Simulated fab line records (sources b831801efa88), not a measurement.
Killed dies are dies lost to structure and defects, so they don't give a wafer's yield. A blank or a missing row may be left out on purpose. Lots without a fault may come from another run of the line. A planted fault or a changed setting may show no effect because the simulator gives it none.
Matching of chambers | flow sky130 | SKY_LI_CONTACT_CMP_02 on cmp-01: 4 sister chambers
The step polishes PSG. 8 wafers are shown with their chamber, then 8 later ones without.

== WAFERS, EACH WITH ITS CHAMBER ==
wafer  | chamber | motor current A (A) | time to endpoint s (s)
L081.1 | 0       | 10.7                | 34.7
L081.4 | 1       | 13.2                | 36.7
L081.5 | 3       | 10.7                | 33.7
L081.6 | 2       | 12.7                | 31.2
L087.1 | 0       | 11.6                | 34.6
L087.2 | 1       | 12.9                | 29.7
L087.3 | 2       | 12.6                | 29.2
L087.4 | 3       | 11.2                | 29.0

== WAFERS WHOSE CHAMBER IS MISSING ==
wafer  | motor current A (A) | time to endpoint s (s)
L087.5 | 12.7                | 27.6
L087.6 | 13.0                | 31.7
L088.1 | 11.4                | 37.5
L088.2 | 13.1                | 36.7
L088.3 | 12.8                | 31.7
L088.4 | 10.4                | 36.1
L088.5 | 10.7                | 34.2
L088.6 | 10.9                | 38.3

== THE CHAMBER EACH PASSED THROUGH ==
wafer  | from the rows above     | in truth
L087.5 | can't be placed: 2 or 1 | 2
L087.6 | can't be placed: 1 or 2 | 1
L088.1 | can't be placed: 0 or 3 | 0
L088.2 | can't be placed: 1 or 2 | 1
L088.3 | can't be placed: 2 or 1 | 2
L088.4 | can't be placed: 0 or 3 | 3
L088.5 | can't be placed: 3 or 0 | 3
L088.6 | can't be placed: 0 or 3 | 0
0 of 8 placed correctly. These rows do not allow placing 8 (true chamber among the candidates in 8). Number placed wrongly: 0.
How it was worked out, from the rows above alone: a wafer's distance from a chamber is the root of the sum, over the readings, of the square of ((its reading less the chamber's mean) divided by the reading's scatter). The wafer belongs to the nearest chamber; if the next one is less than 2 further off, it can't be placed. For every chamber, the mean is computed from those of its wafers that are shown. How the scatter is found: for the shown wafers, subtract from each reading the mean of its chamber, square and add these, divide the total by (wafers less chambers), then take the root.
